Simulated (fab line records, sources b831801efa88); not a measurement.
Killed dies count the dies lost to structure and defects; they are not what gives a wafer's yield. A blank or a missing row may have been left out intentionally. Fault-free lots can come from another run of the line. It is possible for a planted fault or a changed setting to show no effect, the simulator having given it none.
Matching of chambers    flow gf180mcu    4 sister chambers for GF_CONTACT_ETCH_16 on rie diel-03
The step etches BARC in N2/H2. 8 wafers are shown with their chamber, then 10 later ones without.

== WAFERS, EACH WITH ITS CHAMBER ==
wafer   chamber  drypump motor current A (A)  rf fwd power W (W)
L077.5  1        5.7                          494.1
L078.3  3        5.5                          493.6
L081.1  1        5.7                          489.9
L081.2  2        6.1                          495.5
L084.1  2        6.1                          496.4
L084.5  0        5.4                          494.3
L086.1  3        5.5                          490.2
L086.2  0        5.5                          492.8

== WAFERS MISSING THEIR CHAMBER ==
wafer   drypump motor current A (A)  rf fwd power W (W)
L086.4  5.7                          495.4
L093.1  5.7                          492.1
L093.3  5.4                          492.9
L093.4  5.6                          490.3
L095.1  5.7                          491.7
L095.2  5.5                          491.0
L095.3  5.5                          492.7
L096.3  5.7                          491.7
L096.5  5.7                          494.6
L096.6  6.1                          496.9

== CHAMBER TAKEN BY EACH ==
wafer   from the rows above           in truth
L086.4  1                             1
L093.1  1                             1
L093.3  can't be placed: 0 or 3       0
L093.4  can't be placed: 3 or 1 or 0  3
L095.1  1                             1
L095.2  can't be placed: 3 or 0       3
L095.3  can't be placed: 3 or 0       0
L096.3  1                             1
L096.5  1                             1
L096.6  2                             2
6 of 10 placed correctly. These rows do not allow placing 4 (true chamber among the candidates in 4). Wrongly placed: 0.
How it was worked out, from the rows above alone: a wafer's distance from a chamber is the root of the sum, over the readings, of the square of ((its reading less the chamber's mean) divided by the reading's scatter). If the next closest chamber is less than 2 further off than the closest, the wafer can't be placed; otherwise it belongs to the closest. For every chamber, the mean is computed from those of its wafers that are shown. The scatter: take each reading less its chamber's mean, square it, sum over the shown wafers, divide by the number of wafers less the number of chambers, and take the root.
